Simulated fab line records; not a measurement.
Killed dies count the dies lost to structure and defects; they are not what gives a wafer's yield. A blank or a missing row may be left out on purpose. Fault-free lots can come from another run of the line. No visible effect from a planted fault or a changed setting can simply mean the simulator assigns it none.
fab line records	flow gf180mcu
record lots=11	wafers=33	last-day=34
route steps=602 shown V4@477 MIM@510
lots with no fault: from the same line, run without faults
start-h: start of the lot's first displayed wafer, in hours after the record's first day	wait-h: hours since the lot's step before	" same as the row above	L1.1+2: one row covering several wafers at once	- no value, or no start was given	* or withheld: withheld	< > ~ a bound
route shown NAME@n: names a module that has steps shown in the file, with the first one's number in the route	usual: average and standard deviation across the fault-free wafers	same: alike in all rows	chamber/n: place in a boat	sites: per-site readings	_std_site: standard deviation of those values	_edge_site: the outer-site mean with the inner-site mean subtracted	radius-mm: how far each site lies from the wafer's centre	mask NAME#n: copy n	behind: tool/chamber where the wafer was last shaped	hold: cause of the lot's hold/its duration in hours/its outcome	device: the transistor (n, p or np) that didn't switch	end of line: at the end of the route, the tests of the same wafers	step lacking rows: just its recipe	killed: dies lost to structure and defects at the first sort, not the wafer's yield	map: per-die view of a wafer (x killed, . not killed, _ where there is no die)
set.NAME: the setting the step ran with; set.NAME@STEP: the setting that earlier step ran with	model.NAME: the simulator's own value behind a step, which no gauge read
the route's steps for a sample of lots (tables are steps, rows are wafers)
services: a tool's chamber out of use, with start hour (start-h, from the record's first day; less than 0 if before it), hours out, and reason
## steps
# step GF_V4_THK_MEAS_01
# recipe reads=SiO2_of_V4_CVD_00
# usual V4_CVD_00_THK=596/8.6
lot.wafer	tool	chamber	start-h	wait-h	V4_CVD_00_THK[nm]
L981.2	film-metro-02	-	588.41	0.1	591
L981.3	"	-	"	"	600
L981.4	"	-	"	"	592
L982.1	film-metro-01	-	598.13	0.0	597
L982.5	"	-	"	"	591
L982.6	"	-	"	"	602
L988.1	film-metro-01	-	664.48	0.0	602
L988.4	"	-	"	"	585
L988.6	"	-	"	"	603
L990.2	film-metro-01	-	669.59	0.0	581
L990.4	"	-	"	"	602
L990.6	"	-	"	"	587
L991.1	film-metro-03	-	675.10	0.0	594
L991.5	"	-	"	"	600
L991.6	"	-	"	"	600
L993.1	film-metro-03	-	687.78	0.0	596
L993.3	"	-	"	"	581
L993.6	"	-	"	"	581
L992.2	film-metro-03	-	689.45	0.0	599
L992.5	"	-	"	"	609
L992.6	"	-	"	"	600
L995.1	film-metro-03	-	695.07	0.0	595
L995.2	"	-	"	"	604
L995.6	"	-	"	"	603
L994.3	film-metro-02	-	698.75	0.1	590
L994.5	"	-	"	"	597
L994.6	"	-	"	"	594
L997.3	film-metro-01	-	712.17	0.1	594
L997.5	"	-	"	"	593
L997.6	"	-	"	"	603
L998.1	film-metro-01	-	715.37	0.0	599
L998.4	"	-	"	"	590
L998.6	"	-	"	"	593
# step GF_V4_SPUTTER_22
# recipe material=TiN	target-thk-nm=10	chamber-pressure-pa=5	power-w=4000	time-s=38.6
# usual throttle-valve-pct=30.4/1.1
lot.wafer	tool	chamber	start-h	wait-h	throttle-valve-pct
L981.2	pvd-sputter-04	-	611.43	0.0	28.5
L981.3	"	-	"	"	30.4
L981.4	"	-	"	"	31.8
L982.1	pvd-sputter-04	-	619.93	0.0	28.6
L982.5	"	-	"	"	30.5
L982.6	"	-	"	"	29.9
L988.1	pvd-sputter-04	-	684.93	0.0	31.8
L988.4	"	-	"	"	28.5
L988.6	"	-	"	"	28.7
L990.2	pvd-sputter-04	-	689.96	0.0	31.5
L990.4	"	-	"	"	28.5
L990.6	"	-	"	"	28.7
L991.1	pvd-sputter-04	-	696.54	0.0	30.2
L991.5	"	-	"	"	29.8
L991.6	"	-	"	"	30.2
L993.1	pvd-sputter-04	-	708.16	0.0	29.9
L993.3	"	-	"	"	31.4
L993.6	"	-	"	"	31.7
L992.2	pvd-sputter-02	-	709.60	0.0	30.8
L992.5	"	-	"	"	30.7
L992.6	"	-	"	"	30.9
L995.1	pvd-sputter-04	-	715.02	0.0	31.7
L995.2	"	-	"	"	29.7
L995.6	"	-	"	"	31.7
L994.3	pvd-sputter-04	-	718.42	0.0	28.9
L994.5	"	-	"	"	28.5
L994.6	"	-	"	"	31.7
L997.3	pvd-sputter-04	-	730.91	0.0	29.9
L997.5	"	-	"	"	29.9
L997.6	"	-	"	"	31.5
L998.1	pvd-sputter-03	-	733.78	0.0	32.2
L998.4	"	-	"	"	30.0
L998.6	"	-	"	"	30.5
# step GF_V4_THK_MEAS_25
# recipe thk-meas-gauge=xrf	reads=W_of_V4_CVD_23
# usual V4_W_THK=349/6.3
lot.wafer	tool	chamber	start-h	wait-h	V4_W_THK[nm]
L981.2	film-metro-03	-	611.71	0.1	353
L981.3	"	-	"	"	349
L981.4	"	-	"	"	346
L982.1	film-metro-03	-	620.20	0.1	348
L982.5	"	-	"	"	344
L982.6	"	-	"	"	355
L988.1	film-metro-01	-	685.20	0.1	353
L988.4	"	-	"	"	349
L988.6	"	-	"	"	344
L990.2	film-metro-02	-	690.25	0.1	340
L990.4	"	-	"	"	344
L990.6	"	-	"	"	345
L991.1	film-metro-02	-	696.81	0.1	347
L991.5	"	-	"	"	351
L991.6	"	-	"	"	347
L993.1	film-metro-01	-	708.43	0.1	343
L993.3	"	-	"	"	350
L993.6	"	-	"	"	347
L992.2	film-metro-03	-	709.88	0.1	350
L992.5	"	-	"	"	361
L992.6	"	-	"	"	350
L995.1	film-metro-03	-	715.29	0.1	353
L995.2	"	-	"	"	346
L995.6	"	-	"	"	346
L994.3	film-metro-01	-	718.71	0.1	367
L994.5	"	-	"	"	355
L994.6	"	-	"	"	367
L997.3	film-metro-01	-	731.20	0.1	359
L997.5	"	-	"	"	360
L997.6	"	-	"	"	348
L998.1	film-metro-01	-	734.05	0.1	363
L998.4	"	-	"	"	352
L998.6	"	-	"	"	363
# step GF_MIM_SPUTTER_07
# recipe material=TiN	target-thk-nm=60	power-w=6500	time-s=50	chamber-pressure-pa=0.4
# usual throttle-valve-pct=30.1/1.1
lot.wafer	tool	chamber	start-h	wait-h	throttle-valve-pct
L981.2	pvd-sputter-04	-	612.37	0.0	28.6
L981.3	"	-	"	"	30.1
L981.4	"	-	"	"	30.0
L982.1	pvd-sputter-04	-	620.87	0.1	28.7
L982.5	"	-	"	"	28.5
L982.6	"	-	"	"	30.4
L988.1	pvd-sputter-04	-	685.87	0.1	31.4
L988.4	"	-	"	"	29.8
L988.6	"	-	"	"	31.5
L990.2	pvd-sputter-01	-	690.91	0.0	29.0
L990.4	"	-	"	"	30.8
L990.6	"	-	"	"	28.8
L991.1	pvd-sputter-04	-	697.50	0.1	28.9
L991.5	"	-	"	"	29.8
L991.6	"	-	"	"	31.8
L993.1	pvd-sputter-01	-	709.11	0.1	30.5
L993.3	"	-	"	"	29.2
L993.6	"	-	"	"	30.6
L992.2	pvd-sputter-04	-	710.73	0.0	31.7
L992.5	"	-	"	"	29.9
L992.6	"	-	"	"	30.0
L995.1	pvd-sputter-01	-	715.97	0.1	30.4
L995.2	"	-	"	"	28.8
L995.6	"	-	"	"	30.3
L994.3	pvd-sputter-04	-	719.37	0.0	30.5
L994.5	"	-	"	"	31.7
L994.6	"	-	"	"	28.8
L997.3	pvd-sputter-03	-	731.86	0.0	32.1
L997.5	"	-	"	"	31.8
L997.6	"	-	"	"	32.2
L998.1	pvd-sputter-04	-	734.73	0.1	30.4
L998.4	"	-	"	"	31.5
L998.6	"	-	"	"	30.1
# step GF_MIM_RS_MEAS_10
# recipe thk-meas-gauge=four-point-probe	reads=TiN_of_MIM_SPUTTER_09+AlCu_of_MIM_SPUTTER_08+TiN_of_MIM_SPUTTER_07
# usual MIM_ALCU_RS=0.1606/0.0022
lot.wafer	tool	chamber	start-h	wait-h	hold	MIM_ALCU_RS[ohm/sq]
L981.2	film-metro-01	-	612.49	0.0	await-dispo/0.2h/release	0.1584
L981.3	"	-	"	"	await-dispo/0.2h/release	0.1588
L981.4	"	-	"	"	await-dispo/0.2h/release	0.1599
L981.2	film-metro-01	-	612.91	0.4	-	0.1586
L981.3	"	-	"	"	-	0.1588
L981.4	"	-	"	"	-	0.1601
L982.1	film-metro-01	-	620.97	0.0	await-dispo/0.2h/release	0.1597
L982.5	"	-	"	"	await-dispo/0.2h/release	0.1607
L982.6	"	-	"	"	await-dispo/0.2h/release	0.1621
L982.1	film-metro-01	-	621.26	0.3	-	0.1600
L982.5	"	-	"	"	-	0.1604
L982.6	"	-	"	"	-	0.1618
L988.1	film-metro-04	-	685.97	0.0	-	0.1599
L988.4	"	-	"	"	-	0.1592
L988.6	"	-	"	"	-	0.1592
L990.2	film-metro-01	-	691.03	0.0	-	0.1626
L990.4	"	-	"	"	-	0.1591
L990.6	"	-	"	"	-	0.1607
L991.1	film-metro-01	-	697.60	0.0	-	0.1576
L991.5	"	-	"	"	-	0.1598
L991.6	"	-	"	"	-	0.1572
L993.1	film-metro-03	-	709.21	0.0	-	0.1607
L993.3	"	-	"	"	-	0.1635
L993.6	"	-	"	"	-	0.1598
L992.2	film-metro-04	-	710.85	0.0	-	0.1606
L992.5	"	-	"	"	-	0.1619
L992.6	"	-	"	"	-	0.1621
L995.1	film-metro-03	-	716.07	0.0	-	0.1615
L995.2	"	-	"	"	-	0.1634
L995.6	"	-	"	"	-	0.1632
L994.3	film-metro-03	-	719.51	0.1	-	0.1591
L994.5	"	-	"	"	-	0.1567
L994.6	"	-	"	"	-	0.1587
L997.3	film-metro-04	-	732.00	0.1	-	0.1603
L997.5	"	-	"	"	-	0.1614
L997.6	"	-	"	"	-	0.1636
L998.1	film-metro-01	-	734.83	0.0	-	0.1566
L998.4	"	-	"	"	-	0.1546
L998.6	"	-	"	"	-	0.1575
# step GF_MIM_METAL_ETCH_19
# recipe chemistry=Cl2/BCl3	mask-material=NOVOLAK	stop-on=Si3N4	target-depth-nm=324.5	pressure-mtorr=8	icp-w=800	bias-w=145.1	Cl2_flow_sccm=80	bcl3-flow-sccm=40	time-s=54.1
# usual drypump-motor-current-A=5.2/0.35	oes-product-au=0.939/0.007	rf-fwd-power-W=793/3.1	throttle-valve-pct=28.286/0.011
lot.wafer	tool	chamber	start-h	wait-h	drypump-motor-current-A	oes-product-au	rf-fwd-power-W	rf-hours-counter-h	throttle-valve-pct
L981.2	rie-metal-02	1	633.14	0.1	5.0	0.890	791	13	28.346
L981.3	"	0	"	"	4.8	0.886	791	-	28.333
L981.4	"	1	"	"	5.1	0.885	792	-	28.339
L982.1	rie-metal-01	1	640.40	0.1	5.7	0.881	793	12	28.349
L982.5	"	0	"	"	5.7	0.889	794	-	28.359
L982.6	"	1	"	"	5.7	0.880	795	-	28.368
L988.1	rie-metal-01	0	704.29	0.1	5.6	0.941	792	15	28.297
L988.4	"	0	"	"	5.7	0.940	792	-	28.271
L988.6	"	0	"	"	5.6	0.941	792	-	28.284
L990.2	rie-metal-01	1	708.99	0.1	5.6	0.925	794	14	28.281
L990.4	"	0	"	"	5.6	0.948	795	-	28.285
L990.6	"	0	"	"	5.6	0.944	795	-	28.298
L991.1	rie-metal-03	1	715.34	0.1	4.9	0.943	795	12	28.275
L991.5	"	1	"	"	4.9	0.935	791	-	28.268
L991.6	"	0	"	"	5.4	0.946	793	-	28.284
L993.1	rie-metal-01	1	726.55	0.1	5.6	0.935	793	15	28.278
L993.3	"	1	"	"	5.6	0.920	794	-	28.295
L993.6	"	1	"	"	5.6	0.936	794	-	28.292
L992.2	rie-metal-01	1	728.19	0.1	5.6	0.941	796	15	28.291
L992.5	"	0	"	"	5.6	0.933	794	-	28.296
L992.6	"	1	"	"	5.7	0.936	795	-	28.306
L995.1	rie-metal-02	0	733.54	0.1	4.8	0.936	789	15	28.289
L995.2	"	1	"	"	5.0	0.935	792	3	28.293
L995.6	"	0	"	"	4.8	0.928	790	-	28.300
L994.3	rie-metal-03	1	737.27	0.1	4.9	0.946	789	-	28.274
L994.5	"	0	"	"	5.4	0.951	801	-	28.266
L994.6	"	1	"	"	4.9	0.946	792	-	28.290
L997.3	rie-metal-02	0	748.91	0.1	4.8	0.937	791	-	28.285
L997.5	"	1	"	"	5.1	0.939	795	-	28.273
L997.6	"	0	"	"	4.8	0.929	787	-	28.298
L998.1	rie-metal-03	1	751.19	0.1	4.9	0.951	795	13	28.275
L998.4	"	1	"	"	4.9	0.950	794	-	28.269
L998.6	"	0	"	"	5.5	0.944	797	-	28.267
## services
tool	chamber	start-h	hours	kind
pvd-sputter-04	-	595.17	2.0	repair
pvd-sputter-04	2	620.97	-	consumable-replace:kit
rie-metal-02	1	643.20	-	clean
rie-metal-02	1	643.20	18.7	scheduled-down
rie-metal-02	1	643.20	18.7	vent-cycle
rie-metal-01	-	655.92	1.2	repair
pvd-sputter-03	1	661.58	-	consumable-replace:kit
pvd-sputter-03	1	661.58	18.0	scheduled-down
pvd-sputter-03	1	661.58	18.0	vent-cycle
pvd-sputter-01	0	665.50	-	consumable-replace:kit
pvd-sputter-01	0	665.50	18.0	scheduled-down
pvd-sputter-01	0	665.50	18.0	vent-cycle
pvd-sputter-03	-	700.07	2.1	repair
rie-metal-01	-	714.36	1.4	pm
rie-metal-01	0	729.21	-	clean
rie-metal-01	0	729.21	14.8	scheduled-down
rie-metal-01	0	729.21	14.8	vent-cycle
rie-metal-01	1	748.73	-	clean
rie-metal-01	1	748.73	20.2	scheduled-down
rie-metal-01	1	748.73	20.2	vent-cycle
## key
first-sign step=GF_MIM_RS_MEAS_10	reading=visit	direction=added
effect step=GF_MIM_METAL_ETCH_19	reading=oes-product-au	direction=down	sigmas=7.7	usual=0.939	struck=0.885
met-at GF_MIM_SPUTTER_07
struck-lots L981,L982
not-acting-at GF_V4_THK_MEAS_01,GF_V4_SPUTTER_22,GF_V4_THK_MEAS_25
fault kind=process-parameter-drift	tool=pvd-sputter-04	chamber=-	onset-h=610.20	steps=GF_MIM_SPUTTER_07	channel=target-thk-nm	offset=-31.523	shape=step	end-h=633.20	acts-in=these-recipes-only	stated=60
